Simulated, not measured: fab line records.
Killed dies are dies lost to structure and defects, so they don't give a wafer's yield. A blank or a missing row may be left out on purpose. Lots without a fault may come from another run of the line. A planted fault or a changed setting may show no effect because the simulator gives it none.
fab line records ; flow sky130
record: lots: 11; wafers: 33; last-day: 50
route steps=708 shown METAL4@601 CAP2M@607 PAD_OPEN@708
lots that met no fault: taken from a fault-free run of the same line
start-h: the number of hours between the record's first day and the start of the first shown wafer of the lot ; wait-h: hours from the lot's prior step to this one ; " repeats the value in the row above ; L1.1+2: several wafers, shown together as one row ; - no value, or no start was given ; * or withheld: withheld ; < > ~ a bound
route shown NAME@n: NAME is a module with steps in the file, n the number in the route of the first one ; usual: mean/standard deviation taken from wafers without a fault ; same: alike in all rows ; chamber/n: place in a boat ; sites: readings site by site ; _std_site: how widely they spread, as a standard deviation ; _edge_site: outer sites' mean less inner sites' ; radius-mm: how far each site lies from the wafer's centre ; mask NAME#n: copy n ; behind: tool/chamber where the wafer was last shaped ; hold: cause of the lot's hold/its duration in hours/its outcome ; device: whichever transistor did not switch (one of n, p or np) ; end of line: tests run on the same wafers once the route is complete ; a step without rows: its recipe alone ; killed: dies that structure and defects cost at the first sort, which is not the same as the wafer's yield ; map: dies across one wafer; x = killed, . = not, _ = none there
set.NAME: the setting that was run; set.NAME@STEP: the one run at that earlier step ; model.NAME: the simulator's own value behind a step, which no gauge read
the route's steps for a sample of lots (tables are steps, rows are wafers)
services: when a tool's chamber went out of use (start-h, in hours from the record's first day, below 0 if earlier), for how many hours, and the reason
== steps ==
step: SKY_METAL4_SPUTTER_03
recipe: material: Ti; target-thk-nm: 5; power-w: 3000; time-s: 3.3; chamber-pressure-pa: 0.4
usual: throttle-valve-pct: 30.4/0.93
same: time-s: 3.3
lot.wafer;tool;chamber;start-h;wait-h;throttle-valve-pct
L451.2;pvd-sputter-03;-;965.42;0.0;30.2
L451.3;pvd-sputter-03;-;965.42;0.0;32.2
L451.5;pvd-sputter-03;-;965.42;0.0;30.8
L453.1;pvd-sputter-03;-;973.67;0.0;30.2
L453.2;pvd-sputter-03;-;973.67;0.0;30.8
L453.3;pvd-sputter-03;-;973.67;0.0;29.8
L457.1;pvd-sputter-03;-;995.20;0.0;29.9
L457.3;pvd-sputter-03;-;995.20;0.0;32.5
L457.6;pvd-sputter-03;-;995.20;0.0;30.1
L456.2;pvd-sputter-02;-;995.50;0.0;28.6
L456.3;pvd-sputter-02;-;995.50;0.0;30.0
L456.6;pvd-sputter-02;-;995.50;0.0;30.0
L458.2;pvd-sputter-02;-;1003.60;0.0;30.0
L458.3;pvd-sputter-02;-;1003.60;0.0;31.7
L458.4;pvd-sputter-02;-;1003.60;0.0;30.1
L462.1;pvd-sputter-03;-;1024.10;0.0;30.1
L462.2;pvd-sputter-03;-;1024.10;0.0;30.9
L462.4;pvd-sputter-03;-;1024.10;0.0;30.1
L463.2;pvd-sputter-03;-;1035.57;0.0;30.0
L463.3;pvd-sputter-03;-;1035.57;0.0;29.8
L463.6;pvd-sputter-03;-;1035.57;0.0;29.7
L465.1;pvd-sputter-04;-;1043.49;0.0;29.3
L465.2;pvd-sputter-04;-;1043.49;0.0;30.1
L465.6;pvd-sputter-04;-;1043.49;0.0;30.0
L466.2;pvd-sputter-03;-;1047.87;0.0;30.1
L466.3;pvd-sputter-03;-;1047.87;0.0;32.3
L466.5;pvd-sputter-03;-;1047.87;0.0;30.9
L467.1;pvd-sputter-04;-;1056.45;0.0;30.6
L467.2;pvd-sputter-04;-;1056.45;0.0;29.7
L467.4;pvd-sputter-04;-;1056.45;0.0;30.1
L472.2;pvd-sputter-02;-;1083.01;0.0;30.0
L472.5;pvd-sputter-02;-;1083.01;0.0;28.7
L472.6;pvd-sputter-02;-;1083.01;0.0;30.1
step: SKY_CAP2M_THK_MEAS_04
recipe: thk-meas-gauge: xrf; reads: TiN_of_CAP2M_SPUTTER_02
usual: CAP2M_TIN_THK: 201.5/2.4
lot.wafer;tool;chamber;start-h;wait-h;CAP2M_TIN_THK[nm]
L451.2;film-metro-01;-;965.80;0.1;201.7
L451.3;film-metro-01;-;965.80;0.1;202.4
L451.5;film-metro-01;-;965.80;0.1;201.1
L453.1;film-metro-02;-;974.05;0.1;205.1
L453.2;film-metro-02;-;974.05;0.1;205.6
L453.3;film-metro-02;-;974.05;0.1;203.1
L457.1;film-metro-02;-;995.58;0.1;201.5
L457.3;film-metro-02;-;995.58;0.1;199.2
L457.6;film-metro-02;-;995.58;0.1;201.8
L456.2;film-metro-02;-;995.90;0.1;201.0
L456.3;film-metro-02;-;995.90;0.1;200.9
L456.6;film-metro-02;-;995.90;0.1;201.2
L458.2;film-metro-03;-;1003.99;0.1;201.5
L458.3;film-metro-03;-;1003.99;0.1;201.9
L458.4;film-metro-03;-;1003.99;0.1;200.4
L462.1;film-metro-01;-;1024.48;0.1;205.2
L462.2;film-metro-01;-;1024.48;0.1;199.0
L462.4;film-metro-01;-;1024.48;0.1;200.3
L463.2;film-metro-02;-;1035.95;0.1;204.0
L463.3;film-metro-02;-;1035.95;0.1;203.6
L463.6;film-metro-02;-;1035.95;0.1;203.2
L465.1;film-metro-03;-;1043.87;0.1;202.9
L465.2;film-metro-03;-;1043.87;0.1;202.8
L465.6;film-metro-03;-;1043.87;0.1;201.5
L466.2;film-metro-01;-;1048.26;0.1;199.1
L466.3;film-metro-01;-;1048.26;0.1;197.3
L466.5;film-metro-01;-;1048.26;0.1;203.1
L467.1;film-metro-03;-;1056.83;0.1;200.2
L467.2;film-metro-03;-;1056.83;0.1;198.4
L467.4;film-metro-03;-;1056.83;0.1;199.0
L472.2;film-metro-02;-;1083.40;0.1;203.5
L472.5;film-metro-02;-;1083.40;0.1;204.4
L472.6;film-metro-02;-;1083.40;0.1;203.5
step: SKY_CAP2M_STRIP_14
recipe: chemistry: O2/N2; power-w: 1400; pressure-mtorr: 1500; platen-temp-c: withheld; o2-flow-sccm: 3000; n2-flow-sccm: 300; overash-fraction: 0.5
usual: drypump-motor-current-A: 5.8/0.36; oes-product-au: 0.710/0.0049; overash-fraction: 0.5/0; strip-time-to-endpoint-s: 12.69/0.046
lot.wafer;tool;chamber;start-h;wait-h;drypump-motor-current-A;oes-product-au;overash-fraction;rf-hours-counter-h;strip-time-to-endpoint-s
L451.2;plasma-asher-03;0;989.32;0.1;5.6;0.709;0.5;55;12.66
L451.3;plasma-asher-03;0;989.32;0.1;5.6;0.710;0.5;-;12.71
L451.5;plasma-asher-03;1;989.32;0.1;5.7;0.713;0.5;-;12.70
L453.1;plasma-asher-04;1;998.13;0.1;6.3;0.714;0.5;91;12.63
L453.2;plasma-asher-04;0;998.13;0.1;5.9;0.700;0.5;91;12.75
L453.3;plasma-asher-04;0;998.13;0.1;6.0;0.710;0.5;-;12.75
L457.1;plasma-asher-03;1;1018.90;0.1;5.7;0.707;0.5;58;12.68
L457.3;plasma-asher-03;1;1018.90;0.1;5.7;0.715;0.5;-;12.64
L457.6;plasma-asher-03;1;1018.90;0.1;5.6;0.708;0.5;-;12.70
L456.2;plasma-asher-04;0;1019.20;0.1;5.9;0.705;0.5;94;12.71
L456.3;plasma-asher-04;1;1019.20;0.1;6.4;0.704;0.5;-;12.74
L456.6;plasma-asher-04;1;1019.20;0.1;6.4;0.720;0.5;-;12.72
L458.2;plasma-asher-02;1;1027.53;0.1;5.1;0.714;0.5;112;12.61
L458.3;plasma-asher-02;0;1027.53;0.1;5.7;0.711;0.5;-;12.62
L458.4;plasma-asher-02;1;1027.53;0.1;5.1;0.719;0.5;-;12.68
L462.1;plasma-asher-04;0;1047.53;0.1;6.0;0.704;0.5;97;12.67
L462.2;plasma-asher-04;1;1047.53;0.1;6.3;0.714;0.5;97;12.60
L462.4;plasma-asher-04;0;1047.53;0.1;5.9;0.707;0.5;-;12.67
L463.2;plasma-asher-03;0;1057.62;0.1;5.5;0.708;0.5;62;12.77
L463.3;plasma-asher-03;0;1057.62;0.1;5.6;0.709;0.5;-;12.65
L463.6;plasma-asher-03;0;1057.62;0.1;5.5;0.708;0.5;-;12.72
L465.1;plasma-asher-02;1;1065.18;0.1;5.1;0.709;0.5;0;12.68
L465.2;plasma-asher-02;0;1065.18;0.1;5.7;0.708;0.5;0;12.64
L465.6;plasma-asher-02;0;1065.18;0.1;5.7;0.711;0.5;-;12.65
L466.2;plasma-asher-03;1;1069.68;0.1;5.7;0.702;0.5;64;12.75
L466.3;plasma-asher-03;0;1069.68;0.1;5.6;0.705;0.5;-;12.64
L466.5;plasma-asher-03;0;1069.68;0.1;5.6;0.705;0.5;-;12.74
L467.1;plasma-asher-04;0;1077.05;0.1;5.9;0.702;0.5;101;12.63
L467.2;plasma-asher-04;1;1077.05;0.1;6.3;0.712;0.5;101;12.73
L467.4;plasma-asher-04;0;1077.05;0.1;6.0;0.712;0.5;-;12.63
L472.2;plasma-asher-03;1;1104.15;0.1;5.7;0.708;0.5;67;12.71
L472.5;plasma-asher-03;1;1104.15;0.1;5.7;0.710;0.5;-;12.69
L472.6;plasma-asher-03;0;1104.15;0.1;5.6;0.713;0.5;-;12.72
step: SKY_METAL4_STRIP_19
recipe: chemistry: O2/N2; power-w: 1400; pressure-mtorr: 1500; platen-temp-c: withheld; o2-flow-sccm: 3000; n2-flow-sccm: 300; overash-fraction: 0.5
usual: drypump-motor-current-A: 5.7/0.31; oes-product-au: 0.504/0.0058; overash-fraction: 0.5/0; strip-time-to-endpoint-s: 6.56/0.097
lot.wafer;tool;chamber;start-h;wait-h;drypump-motor-current-A;oes-product-au;overash-fraction;rf-hours-counter-h;strip-time-to-endpoint-s
L451.2;plasma-asher-01;1;1013.97;0.1;5.7;0.515;0.5;29;6.68
L451.3;plasma-asher-01;1;1013.97;0.1;5.7;0.511;0.5;-;6.77
L451.5;plasma-asher-01;1;1013.97;0.1;5.7;0.501;0.5;-;6.46
L453.1;plasma-asher-04;0;1023.13;0.1;5.9;0.506;0.5;94;6.74
L453.2;plasma-asher-04;1;1023.13;0.1;6.3;0.495;0.5;94;6.51
L453.3;plasma-asher-04;0;1023.13;0.1;5.9;0.517;0.5;-;6.76
L457.1;plasma-asher-03;1;1043.45;0.1;5.7;0.507;0.5;60;6.58
L457.3;plasma-asher-03;1;1043.45;0.1;5.7;0.515;0.5;-;6.64
L457.6;plasma-asher-03;1;1043.45;0.1;5.7;0.507;0.5;-;6.64
L456.2;plasma-asher-01;1;1043.68;0.1;5.7;0.507;0.5;31;6.61
L456.3;plasma-asher-01;0;1043.68;0.1;5.2;0.499;0.5;-;6.55
L456.6;plasma-asher-01;1;1043.68;0.1;5.7;0.501;0.5;-;6.47
L458.2;plasma-asher-03;1;1051.67;0.1;5.7;0.499;0.5;61;6.38
L458.3;plasma-asher-03;1;1051.67;0.1;5.6;0.505;0.5;-;6.62
L458.4;plasma-asher-03;0;1051.67;0.1;5.6;0.494;0.5;-;6.41
L462.1;plasma-asher-03;0;1069.98;0.1;5.6;0.515;0.5;64;6.62
L462.2;plasma-asher-03;1;1069.98;0.1;5.6;0.498;0.5;64;6.40
L462.4;plasma-asher-03;0;1069.98;0.1;5.6;0.503;0.5;-;6.39
L463.2;plasma-asher-03;1;1079.00;0.1;5.6;0.504;0.7;65;6.64
L463.3;plasma-asher-03;0;1079.00;0.1;5.6;0.498;0.5;-;6.53
L463.6;plasma-asher-03;1;1079.00;0.1;5.7;0.520;0.7;-;6.64
L465.1;plasma-asher-03;0;1087.38;0.1;5.6;0.503;0.5;66;6.62
L465.2;plasma-asher-03;1;1087.38;0.1;5.6;0.506;0.7;66;6.68
L465.6;plasma-asher-03;1;1087.38;0.1;5.7;0.508;0.7;-;6.71
L466.2;plasma-asher-04;1;1091.98;0.1;6.3;0.507;0.5;102;6.66
L466.3;plasma-asher-04;1;1091.98;0.1;6.4;0.499;0.5;-;6.55
L466.5;plasma-asher-04;0;1091.98;0.1;5.9;0.505;0.5;-;6.57
L467.1;plasma-asher-04;0;1098.85;0.3;5.9;0.506;0.5;103;6.67
L467.2;plasma-asher-04;1;1098.85;0.3;6.4;0.508;0.5;103;6.64
L467.4;plasma-asher-04;0;1098.85;0.3;5.9;0.508;0.5;-;6.64
L472.2;plasma-asher-01;0;1125.26;0.1;5.2;0.496;0.5;36;6.48
L472.5;plasma-asher-01;1;1125.26;0.1;5.7;0.503;0.5;-;6.49
L472.6;plasma-asher-01;0;1125.26;0.1;5.3;0.505;0.5;-;6.44
step: SKY_PAD_OPEN_PROBE_99
usual: defect-limited-yield: 82.1/1.9; killed_at_M0_to_M3: 44/6.6; killed_at_M4_up: 3.0/1.9; killed-at-contacts: 24/5.1; killed-at-front-end: 16/4.6; killed-at-other: 0.3/0.59; killed-dies: 88/9.5; killed-open: 48/6.7; killed-short: 40/6.1; sort_bin_3_pad_short: 0.9/0.43; sort_bin_5_function: 10.7/1.6; sort_bin_6_memory: 6.3/1.1; sort-n-pass: 404/9.5; sort-yield-pct: 82.1/1.9
same: gross-dies: 492; killed-at-back-side: 0; sort_bin_4_leakage[%]: 0; sort_bin_8_speed[%]: 0
lot.wafer;tool;chamber;start-h;wait-h;defect-limited-yield[%];killed_at_M0_to_M3;killed_at_M4_up;killed-at-contacts;killed-at-front-end;killed-at-other;killed-dies;killed-open;killed-short;sort_bin_3_pad_short[%];sort_bin_5_function[%];sort_bin_6_memory[%];sort-n-pass;sort-yield-pct[%]
L451.2;prober-01;-;1108.46;0.1;79.5;50;2;28;20;1;101;52;49;0;11.4;9.1;391;79.5
L451.3;prober-01;-;1108.51;0.2;85.2;37;2;21;13;0;73;39;33;0.6;9.1;5.1;419;85.2
L451.5;prober-01;-;1108.61;0.2;82.3;47;3;20;17;0;87;42;45;0.6;9.3;7.7;405;82.3
L453.1;prober-01;-;1115.73;0.1;83.3;47;0;19;16;0;82;49;33;0.8;10.2;5.7;410;83.3
L453.2;prober-01;-;1115.78;0.1;81.1;45;2;25;21;0;93;51;42;1.0;11.6;6.3;399;81.1
L453.3;prober-01;-;1115.83;0.2;78.7;62;7;28;8;0;105;56;49;1.0;13.4;6.9;387;78.7
L456.2;prober-02;-;1133.83;0.1;85.6;37;4;24;5;1;71;38;33;0.4;10.6;3.5;421;85.6
L456.3;prober-02;-;1133.88;0.2;82.3;37;1;34;15;0;87;51;36;0.2;11.0;6.5;405;82.3
L456.6;prober-02;-;1134.03;0.2;85.4;31;4;18;19;0;72;39;33;1.2;8.1;5.3;420;85.4
L457.1;prober-01;-;1134.10;0.1;82.3;47;0;19;19;2;87;45;41;0.4;11.2;6.1;405;82.3
L457.3;prober-01;-;1134.20;0.2;78.0;59;2;27;19;1;108;53;54;0.8;13.4;7.7;384;78.0
L457.6;prober-01;-;1134.35;0.2;79.7;49;3;27;20;1;100;50;49;1.0;12.4;6.9;392;79.7
L458.2;prober-01;-;1139.79;0.1;82.3;36;6;29;16;0;87;48;35;1.4;10.8;5.5;405;82.3
L458.3;prober-01;-;1139.84;0.2;83.1;37;4;20;22;0;83;49;34;1.4;10.4;5.1;409;83.1
L458.4;prober-01;-;1139.89;0.2;84.1;41;4;17;16;0;78;37;41;1.4;7.1;7.3;414;84.1
L462.1;prober-02;-;1158.35;0.1;85.4;39;0;24;9;0;72;41;31;1.2;8.5;4.9;420;85.4
L462.2;prober-02;-;1158.40;0.1;82.7;40;1;29;15;0;85;51;34;0.6;10.2;6.5;407;82.7
L462.4;prober-02;-;1158.50;0.2;81.5;49;3;18;21;0;91;53;38;0.8;11.4;6.3;401;81.5
L463.2;prober-01;-;1163.17;0.1;80.7;43;1;31;20;0;95;54;40;1.0;11.8;6.5;397;80.7
L463.3;prober-01;-;1163.22;0.2;82.9;43;4;19;17;1;84;43;41;1.4;10.4;5.3;408;82.9
L463.6;prober-01;-;1163.37;0.2;83.1;40;6;22;12;3;83;31;48;1.0;6.9;8.9;409;83.1
L465.1;prober-01;-;1171.22;0.1;82.7;36;6;24;19;0;85;43;42;1.4;9.3;6.5;407;82.7
L465.2;prober-01;-;1171.27;0.1;83.3;43;3;23;13;0;82;42;40;1.4;10.4;4.9;410;83.3
L465.6;prober-01;-;1171.47;0.2;78.9;44;3;44;13;0;104;63;41;1.0;12.0;8.1;388;78.9
L466.2;prober-01;-;1175.57;0.1;85.6;33;3;22;13;0;71;40;31;0.6;8.3;5.5;421;85.6
L466.3;prober-01;-;1175.62;0.2;82.1;44;2;16;26;0;88;47;41;1.8;10.0;6.1;404;82.1
L466.5;prober-01;-;1175.72;0.2;82.9;46;0;23;15;0;84;53;31;1.0;10.6;5.5;408;82.9
L467.1;prober-02;-;1180.67;0.1;81.9;43;3;20;22;1;89;46;42;0.8;10.4;6.9;403;81.9
L467.2;prober-02;-;1180.72;0.1;81.1;34;2;33;23;1;93;53;39;0.4;12.8;5.7;399;81.1
L467.4;prober-02;-;1180.82;0.2;79.5;45;7;26;20;3;101;55;44;1.6;12.0;6.9;391;79.5
L472.2;prober-02;-;1201.69;0.1;82.3;42;0;29;16;0;87;39;48;1.6;9.3;6.7;405;82.3
L472.5;prober-02;-;1201.84;0.2;83.3;44;2;26;10;0;82;47;35;0.6;11.4;4.7;410;83.3
L472.6;prober-02;-;1201.89;0.2;85.8;38;3;17;11;1;70;37;33;0.4;9.6;4.3;422;85.8
killed by level:class
L451.2 VIA1:geometric-particle:open=17 LI_CONTACT:geometric-particle:open=11 FIELD_ISO:geometric-particle:short=8 CONTACT:geometric-particle:short=8 VIA3:geometric-particle:open=6 POLY_GATE:geometric-particle:short=5 METAL2:geometric-particle:short=5 FIELD_ISO:geometric-particle:open=4
L451.3 VIA1:geometric-particle:open=11 FIELD_ISO:geometric-particle:open=8 CONTACT:geometric-particle:short=7 VIA2:geometric-particle:open=6 LI_CONTACT:geometric-particle:open=5 VIA1:geometric-particle:short=5 METAL2:geometric-particle:short=5 CONTACT:geometric-particle:open=4
L451.5 METAL2:geometric-particle:short=11 CONTACT:geometric-particle:open=8 VIA1:geometric-particle:open=8 VIA1:geometric-particle:short=7 VIA2:geometric-particle:open=6 FIELD_ISO:geometric-particle:short=4 POLY_GATE:geometric-particle:open=4 CONTACT:geometric-particle:short=4
L453.1 VIA1:geometric-particle:open=15 FIELD_ISO:geometric-particle:open=8 CONTACT:geometric-particle:open=7 VIA1:geometric-particle:short=6 METAL1:geometric-particle:short=6 VIA3:geometric-particle:open=5 LI_CONTACT:geometric-particle:open=4 VIA2:geometric-particle:open=4
L453.2 CONTACT:geometric-particle:open=10 VIA2:geometric-particle:open=9 VIA1:geometric-particle:open=9 FIELD_ISO:geometric-particle:open=7 FIELD_ISO:geometric-particle:short=6 LI_CONTACT:geometric-particle:open=6 CONTACT:geometric-particle:short=5 METAL1:geometric-particle:short=5
L453.3 CONTACT:geometric-particle:open=14 VIA1:geometric-particle:open=12 VIA3:geometric-particle:open=8 METAL2:geometric-particle:short=7 METAL1:geometric-particle:short=6 VIA3:geometric-particle:short=6 METAL4:geometric-particle:short=6 LI_CONTACT:geometric-particle:open=5
L456.2 VIA1:geometric-particle:open=8 VIA3:geometric-particle:open=7 METAL2:geometric-particle:short=6 CONTACT:geometric-particle:open=6 LI_CONTACT:geometric-particle:open=5 LOCAL_INTERCONNECT:geometric-particle:short=5 CONTACT:geometric-particle:short=5 METAL1:geometric-particle:short=3
L456.3 CONTACT:geometric-particle:open=12 LI_CONTACT:geometric-particle:open=10 VIA1:geometric-particle:short=8 VIA1:geometric-particle:open=7 METAL1:geometric-particle:short=7 CONTACT:geometric-particle:short=5 VIA3:geometric-particle:open=5 FIELD_ISO:geometric-particle:short=4
L456.6 VIA1:geometric-particle:open=11 LI_CONTACT:geometric-particle:open=6 FIELD_ISO:geometric-particle:open=5 METAL1:geometric-particle:short=5 LOCAL_INTERCONNECT:geometric-particle:short=4 CONTACT:geometric-particle:open=4 POLY_GATE:geometric-particle:short=3 POLY_CUT:geometric-particle:short=3
L457.1 VIA1:geometric-particle:open=16 POLY_GATE:geometric-particle:open=6 METAL2:geometric-particle:short=6 VIA2:geometric-particle:open=6 POLY_GATE:geometric-particle:short=5 LI_CONTACT:geometric-particle:open=5 LOCAL_INTERCONNECT:geometric-particle:short=5 FIELD_ISO:geometric-particle:short=4
L457.3 METAL2:geometric-particle:short=12 VIA1:geometric-particle:open=11 CONTACT:geometric-particle:open=10 METAL1:geometric-particle:short=9 VIA3:geometric-particle:open=8 LOCAL_INTERCONNECT:geometric-particle:short=7 FIELD_ISO:geometric-particle:open=6 LI_CONTACT:geometric-particle:open=5
L457.6 VIA1:geometric-particle:open=12 LI_CONTACT:geometric-particle:open=8 VIA1:geometric-particle:short=8 CONTACT:geometric-particle:short=7 VIA3:geometric-particle:open=7 METAL2:geometric-particle:short=6 VIA2:geometric-particle:open=6 POLY_GATE:geometric-particle:short=5
L458.2 CONTACT:geometric-particle:open=11 VIA1:geometric-particle:open=9 LI_CONTACT:geometric-particle:open=7 POLY_GATE:geometric-particle:open=6 VIA3:geometric-particle:open=6 CONTACT:geometric-particle:short=5 METAL4:geometric-particle:short=5 FIELD_ISO:geometric-particle:short=4
L458.3 VIA1:geometric-particle:open=10 VIA2:geometric-particle:open=7 LI_CONTACT:geometric-particle:open=6 FIELD_ISO:geometric-particle:short=5 CONTACT:geometric-particle:open=5 VIA3:geometric-particle:open=4 SPACER:geometric-particle:open=4 LOCAL_INTERCONNECT:geometric-particle:short=4
L458.4 VIA1:geometric-particle:open=8 METAL2:geometric-particle:short=8 VIA3:geometric-particle:open=7 CONTACT:geometric-particle:open=6 FIELD_ISO:geometric-particle:short=5 VIA1:geometric-particle:short=5 VIA2:geometric-particle:open=5 LOCAL_INTERCONNECT:geometric-particle:short=4
L462.1 CONTACT:geometric-particle:open=9 VIA1:geometric-particle:open=9 LI_CONTACT:geometric-particle:open=6 VIA2:geometric-particle:open=6 METAL1:geometric-particle:short=5 CONTACT:geometric-particle:short=5 POLY_GATE:geometric-particle:open=4 LOCAL_INTERCONNECT:geometric-particle:short=4
L462.2 CONTACT:geometric-particle:open=15 VIA1:geometric-particle:open=14 LI_CONTACT:geometric-particle:open=6 METAL2:geometric-particle:short=6 FIELD_ISO:geometric-particle:short=5 VIA3:geometric-particle:short=5 FIELD_ISO:geometric-particle:open=4 LOCAL_INTERCONNECT:geometric-particle:short=4
L462.4 VIA1:geometric-particle:open=17 VIA2:geometric-particle:open=8 POLY_GATE:geometric-particle:short=7 LI_CONTACT:geometric-particle:open=6 VIA1:geometric-particle:short=6 POLY_GATE:geometric-particle:open=5 CONTACT:geometric-particle:open=5 VIA3:geometric-particle:open=5
L463.2 VIA1:geometric-particle:open=12 CONTACT:geometric-particle:open=11 LI_CONTACT:geometric-particle:open=8 POLY_GATE:geometric-particle:short=6 VIA2:geometric-particle:open=6 VIA3:geometric-particle:open=5 LOCAL_INTERCONNECT:geometric-particle:short=4 CONTACT:geometric-particle:short=4
L463.3 VIA1:geometric-particle:open=15 VIA3:geometric-particle:open=7 FIELD_ISO:geometric-particle:open=5 METAL2:geometric-particle:short=5 LI_CONTACT:geometric-particle:open=5 VIA1:geometric-particle:short=5 VIA3:geometric-particle:short=5 FIELD_ISO:geometric-particle:short=4
L463.6 METAL2:geometric-particle:short=9 LOCAL_INTERCONNECT:geometric-particle:short=7 VIA2:geometric-particle:open=7 METAL4:geometric-particle:short=6 LI_CONTACT:geometric-particle:open=6 METAL1:geometric-particle:short=6 CONTACT:geometric-particle:open=5 VIA1:geometric-particle:short=5
L465.1 CONTACT:geometric-particle:open=11 VIA2:geometric-particle:open=9 POLY_GATE:geometric-particle:short=7 LI_CONTACT:geometric-particle:open=6 VIA2:geometric-particle:short=6 FIELD_ISO:geometric-particle:short=5 VIA1:geometric-particle:open=5 CONTACT:geometric-particle:short=4
L465.2 LI_CONTACT:geometric-particle:open=7 VIA1:geometric-particle:open=7 CONTACT:geometric-particle:open=6 METAL2:geometric-particle:short=6 VIA3:geometric-particle:open=6 METAL1:geometric-particle:short=5 METAL3:geometric-particle:short=5 FIELD_ISO:geometric-particle:open=4
L465.6 LI_CONTACT:geometric-particle:open=15 CONTACT:geometric-particle:short=12 CONTACT:geometric-particle:open=9 VIA2:geometric-particle:open=9 VIA3:geometric-particle:open=8 VIA3:geometric-particle:short=5 METAL1:geometric-particle:short=5 VIA1:geometric-particle:open=5
L466.2 VIA1:geometric-particle:open=11 CONTACT:geometric-particle:open=10 VIA2:geometric-particle:open=6 METAL1:geometric-particle:short=6 METAL2:geometric-particle:short=5 POLY_GATE:geometric-particle:short=4 CONTACT:geometric-particle:short=4 FIELD_ISO:geometric-particle:open=3
L466.3 CONTACT:geometric-particle:open=11 FIELD_ISO:geometric-particle:open=10 VIA1:geometric-particle:open=8 METAL1:geometric-particle:short=7 POLY_GATE:geometric-particle:open=7 VIA1:geometric-particle:short=7 METAL2:geometric-particle:short=6 FIELD_ISO:geometric-particle:short=5
L466.5 VIA1:geometric-particle:open=12 CONTACT:geometric-particle:open=8 VIA2:geometric-particle:open=8 LI_CONTACT:geometric-particle:open=7 VIA1:geometric-particle:short=5 FIELD_ISO:geometric-particle:open=4 FIELD_ISO:geometric-particle:short=4 METAL1:geometric-particle:short=4
L467.1 VIA2:geometric-particle:open=10 CONTACT:geometric-particle:open=9 POLY_GATE:geometric-particle:short=7 VIA1:geometric-particle:short=7 FIELD_ISO:geometric-particle:open=6 VIA1:geometric-particle:open=6 POLY_GATE:geometric-particle:open=5 LOCAL_INTERCONNECT:geometric-particle:short=5
L467.2 CONTACT:geometric-particle:open=14 VIA1:geometric-particle:open=7 FIELD_ISO:geometric-particle:open=6 LOCAL_INTERCONNECT:geometric-particle:short=6 VIA2:geometric-particle:open=6 FIELD_ISO:geometric-particle:short=5 LI_CONTACT:geometric-particle:open=5 VIA3:geometric-particle:open=5
L467.4 VIA2:geometric-particle:open=15 CONTACT:geometric-particle:open=12 FIELD_ISO:geometric-particle:short=7 VIA1:geometric-particle:open=7 LOCAL_INTERCONNECT:geometric-particle:short=6 METAL3:geometric-particle:short=5 CONTACT:geometric-particle:short=5 METAL1:geometric-particle:short=5
L472.2 FIELD_ISO:geometric-particle:short=8 METAL1:geometric-particle:short=8 VIA1:geometric-particle:open=8 LI_CONTACT:geometric-particle:short=7 LOCAL_INTERCONNECT:geometric-particle:short=7 VIA2:geometric-particle:open=7 LI_CONTACT:geometric-particle:open=6 VIA3:geometric-particle:open=5
L472.5 VIA1:geometric-particle:open=11 VIA2:geometric-particle:open=7 LI_CONTACT:geometric-particle:open=7 CONTACT:geometric-particle:open=7 VIA1:geometric-particle:short=6 METAL1:geometric-particle:short=5 VIA3:geometric-particle:open=5 LOCAL_INTERCONNECT:geometric-particle:short=4
L472.6 VIA3:geometric-particle:open=9 VIA2:geometric-particle:open=6 CONTACT:geometric-particle:open=6 METAL2:geometric-particle:short=6 LI_CONTACT:geometric-particle:open=5 VIA1:geometric-particle:open=5 LI_CONTACT:geometric-particle:short=4 VIA1:geometric-particle:short=4
== services ==
tool;chamber;start-h;hours;kind
pvd-sputter-04;-;956.47;14.5;repair
pvd-sputter-03;-;958.29;1.7;repair
plasma-asher-04;-;958.88;4.0;repair
plasma-asher-02;-;968.65;14.6;pm
plasma-asher-03;-;972.89;1.6;repair
plasma-asher-01;-;977.73;2.8;pm
pvd-sputter-04;-;998.50;20.5;repair
pvd-sputter-02;-;1006.70;2.7;repair
plasma-asher-03;-;1007.40;7.1;repair
plasma-asher-01;-;1022.59;12.5;repair
plasma-asher-02;-;1046.09;2.5;repair
plasma-asher-01;-;1047.77;25.3;repair
plasma-asher-04;-;1053.68;0.5;repair
plasma-asher-02;-;1055.33;9.0;pm
plasma-asher-02;0;1055.33;9.0;vent-cycle
plasma-asher-02;1;1055.33;9.0;vent-cycle
plasma-asher-02;0;1064.33;-;clean
plasma-asher-02;1;1064.33;-;clean
plasma-asher-04;-;1069.11;1.4;repair
pvd-sputter-03;-;1085.52;1.1;repair
pvd-sputter-02;-;1087.53;5.3;repair
== key ==
first-sign: step: SKY_METAL4_STRIP_19; reading: overash-fraction; direction: up; sigmas: 99+; usual: 0.5; struck: 0.7
effect none on later readings
met-at SKY_METAL4_STRIP_19
struck-lots L463,L465
struck-wafers L463.2,L463.6,L465.2,L465.6
not-acting-at SKY_METAL4_SPUTTER_03,SKY_CAP2M_THK_MEAS_04,SKY_CAP2M_STRIP_14
onset-between 1069.98 1079.00
fault: kind: process-parameter-drift; tool: plasma-asher-03; chamber: 1; onset-h: 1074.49; steps: SKY_METAL4_STRIP_19; channel: overash-fraction; offset: 0.2; shape: step; end-h: 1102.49; acts-in: these-recipes-only; stated: 0.5
